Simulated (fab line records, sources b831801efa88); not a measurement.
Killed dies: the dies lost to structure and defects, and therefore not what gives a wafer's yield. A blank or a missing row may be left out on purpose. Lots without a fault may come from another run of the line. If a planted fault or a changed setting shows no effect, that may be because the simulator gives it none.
One fault seen from 2 desks | flow gf180mcu | numbers are kept per desk, each desk with only its own; the story behind them comes last

## THE METROLOGY DESK
Lot by lot, what the gauges showed, no matter which tool ran the lot: averages of those sampled wafers that carry a number. If a lot's mean is further than 4 standard deviations from the usual mean, the lot is out of limits and carries the mark OUT (the distance appears in the brackets).
Columns: A = NWELL_OVL at GF_NWELL_OVL_MEAS_07, usual 0.5 nm; B = LVPWELL_RS at GF_VT_IMPLANT_RS_MEAS_48, usual 1196.7 ohm/sq
lot  | first seen here | A    | B
L243 | day 3 17:44     | -0.1 | 1193.7
L244 | day 3 22:52     | 2.6  | 1196.8
L245 | day 3 23:32     | 1.2  | 1197.7
L247 | day 4 11:23     | 1.7  | 1190.5
L246 | day 4 12:01     | 0.2  | 1201.7
L254 | day 6 04:40     | 0.3  | 1204.4
L256 | day 7 02:29     | -1.3 | 1200.8
L258 | day 7 02:50     | 2.5  | 1198.2
L259 | day 7 08:16     | 1.5  | 1195.1
L261 | day 7 12:32     | -0.4 | 1194.8
L263 | day 7 19:20     | -1.0 | 1195.6
L265 | day 8 08:08     | 0.9  | 1195.0
Finding of this desk: none of the 12 lots has anything out of limits.

## TOOL OWNER'S DESK, implanter-03
The tool's own readings at GF_LVPWELL_IMPLANT_08, given as means over the sampled wafers that have a number, one for each lot that went through this tool. If a lot's mean is further than 4 standard deviations from the usual mean, the lot is out of limits and carries the mark OUT (the distance appears in the brackets).
Columns: A = tiltDeg at GF_LVPWELL_IMPLANT_08, usual 0.001 degrees
lot  | first seen here | A
L247 | day 5 00:44     | -0.002
L246 | day 5 01:17     | -0.016
L254 | day 6 20:02     | -0.015
L256 | day 7 18:18     | -0.010
Finding of this desk: none of the 4 lots has anything out of limits.

## BROUGHT TOGETHER
The metrology desk saw nothing out of limits.
The tool owner's desk saw nothing out of limits.

## WHAT THE SIMULATOR HAD INSERTED
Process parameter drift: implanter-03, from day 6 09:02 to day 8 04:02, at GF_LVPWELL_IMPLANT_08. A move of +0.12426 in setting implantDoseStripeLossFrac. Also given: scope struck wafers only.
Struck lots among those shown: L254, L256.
